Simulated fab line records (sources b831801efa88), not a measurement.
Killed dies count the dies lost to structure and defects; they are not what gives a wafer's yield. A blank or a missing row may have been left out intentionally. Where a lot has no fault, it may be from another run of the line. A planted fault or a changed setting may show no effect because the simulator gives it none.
Check for tools in common || flow sky130 || Sample size 13 lots and 39 wafers

== REASON FOR OPENING ==
Of 13 lots, 3 have the reading GATE_OXIDE_OXIDATION_00_THK flagged at SKY_GATE_OXIDE_THK_MEAS_02. No-fault wafers: 10.27 nm, standard deviation 0.18.
Rule: flag the lot when none of its wafers has a number, or when each of its wafers that has one lies beyond 4 standard deviations from that mean. The other lots count as sound.

{"lot": "L156", "measured": "day 12 11:13", "on": "filmMetro-01", "GATE_OXIDE_OXIDATION_00_THK (nm), wafer by wafer": "10.24 10.25 10.15", "flag": ""}
{"lot": "L158", "measured": "day 13 18:05", "on": "filmMetro-01", "GATE_OXIDE_OXIDATION_00_THK (nm), wafer by wafer": "9.96 9.98 10.01", "flag": ""}
{"lot": "L160", "measured": "day 14 06:43", "on": "filmMetro-04", "GATE_OXIDE_OXIDATION_00_THK (nm), wafer by wafer": "10.29 10.26 10.02", "flag": ""}
{"lot": "L165", "measured": "day 16 05:39", "on": "filmMetro-02", "GATE_OXIDE_OXIDATION_00_THK (nm), wafer by wafer": "16.35 16.25 16.45", "flag": "FLAGGED"}
{"lot": "L166", "measured": "day 16 11:26", "on": "filmMetro-01", "GATE_OXIDE_OXIDATION_00_THK (nm), wafer by wafer": "17.08 16.97 16.95", "flag": "FLAGGED"}
{"lot": "L168", "measured": "day 16 20:10", "on": "filmMetro-01", "GATE_OXIDE_OXIDATION_00_THK (nm), wafer by wafer": "17.08 16.71 16.89", "flag": "FLAGGED"}
{"lot": "L169", "measured": "day 17 05:26", "on": "filmMetro-01", "GATE_OXIDE_OXIDATION_00_THK (nm), wafer by wafer": "10.24 9.95 10.16", "flag": ""}
{"lot": "L171", "measured": "day 17 20:40", "on": "filmMetro-01", "GATE_OXIDE_OXIDATION_00_THK (nm), wafer by wafer": "10.32 10.41 10.32", "flag": ""}
{"lot": "L172", "measured": "day 18 00:36", "on": "filmMetro-01", "GATE_OXIDE_OXIDATION_00_THK (nm), wafer by wafer": "10.33 10.41 10.39", "flag": ""}
{"lot": "L173", "measured": "day 18 10:03", "on": "filmMetro-04", "GATE_OXIDE_OXIDATION_00_THK (nm), wafer by wafer": "10.39 10.49 10.31", "flag": ""}
{"lot": "L174", "measured": "day 18 17:38", "on": "filmMetro-01", "GATE_OXIDE_OXIDATION_00_THK (nm), wafer by wafer": "9.85 10.21 10.07", "flag": ""}
{"lot": "L175", "measured": "day 19 02:01", "on": "filmMetro-01", "GATE_OXIDE_OXIDATION_00_THK (nm), wafer by wafer": "10.29 10.41 10.33", "flag": ""}
{"lot": "L177", "measured": "day 19 16:36", "on": "filmMetro-02", "GATE_OXIDE_OXIDATION_00_THK (nm), wafer by wafer": "10.04 10.27 10.27", "flag": ""}
The mean of the flagged lots' numbers is 16.75 nm, +6.48 nm from the usual (+36 standard deviations).

== LOT BY LOT: THE TOOL USED ==
The record holds 1 process step before the reading, out of a route of 708 steps. Each cell gives the tool, then ch followed by the chambers the sampled wafers passed through, then the start.
{"lot": "L156", "flag": "", "SKY_GATE_OXIDE_OXIDATION_01": "furnace-02 ch 0, day 12 09:48"}
{"lot": "L158", "flag": "", "SKY_GATE_OXIDE_OXIDATION_01": "furnace-02 ch 0, day 13 16:41"}
{"lot": "L160", "flag": "", "SKY_GATE_OXIDE_OXIDATION_01": "furnace-02 ch 0, day 14 05:19"}
{"lot": "L165", "flag": "FLAGGED", "SKY_GATE_OXIDE_OXIDATION_01": "furnace-02 ch 0, day 16 01:38 and furnace-01 ch 0, day 16 04:14"}
{"lot": "L166", "flag": "FLAGGED", "SKY_GATE_OXIDE_OXIDATION_01": "furnace-02 ch 0, day 16 07:25"}
{"lot": "L168", "flag": "FLAGGED", "SKY_GATE_OXIDE_OXIDATION_01": "furnace-02 ch 0, day 16 17:07 and furnace-01 ch 0, day 16 18:46"}
{"lot": "L169", "flag": "", "SKY_GATE_OXIDE_OXIDATION_01": "furnace-02 ch 0, day 17 04:01"}
{"lot": "L171", "flag": "", "SKY_GATE_OXIDE_OXIDATION_01": "furnace-01 ch 0, day 17 19:15"}
{"lot": "L172", "flag": "", "SKY_GATE_OXIDE_OXIDATION_01": "furnace-01 ch 0, day 17 23:11"}
{"lot": "L173", "flag": "", "SKY_GATE_OXIDE_OXIDATION_01": "furnace-02 ch 0, day 18 08:38"}
{"lot": "L174", "flag": "", "SKY_GATE_OXIDE_OXIDATION_01": "furnace-01 ch 0, day 18 16:11"}
{"lot": "L175", "flag": "", "SKY_GATE_OXIDE_OXIDATION_01": "furnace-01 ch 0, day 19 00:36"}
{"lot": "L177", "flag": "", "SKY_GATE_OXIDE_OXIDATION_01": "furnace-01 ch 0, day 19 15:10"}
What is done by these steps:
- SKY_GATE_OXIDE_OXIDATION_01: stabilise 600 s, purge 300 s, target thk 10.268 nm.
- SKY_GATE_OXIDE_THK_MEAS_02

== FLAGGED AGAINST TOTAL, ONE TOOL AT A TIME (gauges that did the reading follow at the end) ==
{"step": "SKY_GATE_OXIDE_OXIDATION_01", "tool": "furnace-01", "lots run": 7, "flagged": 2, "share of the flagged lots": "some", "sound lots run after its first flagged lot": "5 (L171,L172,L174,L175,L177)"}
{"step": "SKY_GATE_OXIDE_OXIDATION_01", "tool": "furnace-02", "lots run": 8, "flagged": 3, "share of the flagged lots": "all", "sound lots run after its first flagged lot": "2 (L169,L173)"}
{"step": "SKY_GATE_OXIDE_THK_MEAS_02", "tool": "filmMetro-01", "lots run": 9, "flagged": 2, "share of the flagged lots": "some", "sound lots run after its first flagged lot": "5 (L169,L171,L172,L174,L175)"}
{"step": "SKY_GATE_OXIDE_THK_MEAS_02", "tool": "filmMetro-02", "lots run": 2, "flagged": 1, "share of the flagged lots": "some", "sound lots run after its first flagged lot": "1 (L177)"}
{"step": "SKY_GATE_OXIDE_THK_MEAS_02", "tool": "filmMetro-04", "lots run": 2, "flagged": 0, "share of the flagged lots": "none", "sound lots run after its first flagged lot": "-"}

== WHAT IS ALLOWED BY THE TABLE ==
1 row of the table ran every flagged lot: furnace-02 at SKY_GATE_OXIDE_OXIDATION_01.
- furnace-02 at SKY_GATE_OXIDE_OXIDATION_01: 3 of its 8 lots flagged. Sound lots ran on it after the first flagged one (L169, L173), which a lasting fault on the whole tool wouldn't allow.
No row of the table ran every flagged lot and no sound lot after the first.

== WHAT WAS PUT IN BY THE SIMULATOR ==
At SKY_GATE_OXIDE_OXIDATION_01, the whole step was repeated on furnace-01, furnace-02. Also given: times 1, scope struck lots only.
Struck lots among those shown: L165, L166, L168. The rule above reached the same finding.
